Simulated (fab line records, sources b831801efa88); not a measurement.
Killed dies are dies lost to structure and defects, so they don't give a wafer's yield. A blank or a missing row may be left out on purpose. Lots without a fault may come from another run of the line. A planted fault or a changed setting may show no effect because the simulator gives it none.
One fault seen from 2 desks | flow sky130 | each desk has only its own numbers; what lay behind them comes last

THE TOOL OWNER'S DESK: implanter-02
The tool's own readings at SKY_VT_ADJUST_NCORE_IMPLANT_09: means of the sampled wafers that have a number, for each lot that ran on this tool. A lot is out of limits, marked OUT, if its mean lies more than 4 standard deviations from the usual mean; the brackets give that distance.
Columns: A = dose_ions_cm2 at SKY_VT_ADJUST_NCORE_IMPLANT_09, usual 2.3992e+12
lot  | first seen here | A
L204 | day 8 20:54     | 2.3997e+12
L219 | day 12 23:58    | 2.3982e+12
L220 | day 13 09:17    | 2.4018e+12
This desk's finding: nothing out of limits on any of the 3 lots.

THE METROLOGY DESK
What the gauges read, lot by lot, whatever tool the lot ran on: means of the sampled wafers that have a number. A lot is out of limits, marked OUT, if its mean lies more than 4 standard deviations from the usual mean; the brackets give that distance. Of its 9 readings 7 are shown: those that lie furthest out on some lot.
Columns: A = VT_ADJUST_LVTN_2_TW at SKY_VT_ADJUST_LVTN_TW_MEAS_21, usual 186.8; B = cd_nm at SKY_VT_ADJUST_NCORE_CD_MEAS_07, usual 380.4 nm; C = VT_ADJUST_NCORE_TW at SKY_VT_ADJUST_NCORE_TW_MEAS_11, usual 217.1; D = VT_ADJUST_HVTR_OVL at SKY_VT_ADJUST_HVTR_OVL_MEAS_08, usual 0.2 nm; E = VT_ADJUST_HVTR_TW at SKY_VT_ADJUST_HVTR_TW_MEAS_11, usual 211.5; F = VT_ADJUST_PCH_OVL at SKY_VT_ADJUST_PCH_OVL_MEAS_07, usual 1.2 nm; G = VT_ADJUST_PCH_TW at SKY_VT_ADJUST_PCH_TW_MEAS_10, usual 143.2
lot  | first seen here | A     | B     | C     | D    | E     | F   | G
L204 | day 7 23:58     | 189.2 | 381.9 | 220.0 | 0.4  | 211.5 | 0.2 | 142.1
L208 | day 8 21:41     | 188.8 | 380.7 | 219.6 | -2.1 | 212.0 | 1.8 | 143.9
L210 | day 9 14:03     | 187.7 | 380.6 | 215.3 | -0.8 | 213.6 | 3.7 | 143.6
L219 | day 11 23:11    | 184.3 | 383.8 | 219.9 | -0.6 | 211.9 | 2.0 | 144.1
L220 | day 12 07:56    | 188.6 | 376.7 | 213.5 | 0.6  | 210.2 | 1.3 | 143.4
L221 | day 12 14:02    | 184.3 | 375.9 | 220.7 | 0.8  | 211.5 | 2.1 | 143.0
This desk's finding: nothing out of limits on any of the 6 lots.

PUT TOGETHER
The tool owner's desk saw nothing out of limits.
The metrology desk saw nothing out of limits.

WHAT THE SIMULATOR HAD PUT IN
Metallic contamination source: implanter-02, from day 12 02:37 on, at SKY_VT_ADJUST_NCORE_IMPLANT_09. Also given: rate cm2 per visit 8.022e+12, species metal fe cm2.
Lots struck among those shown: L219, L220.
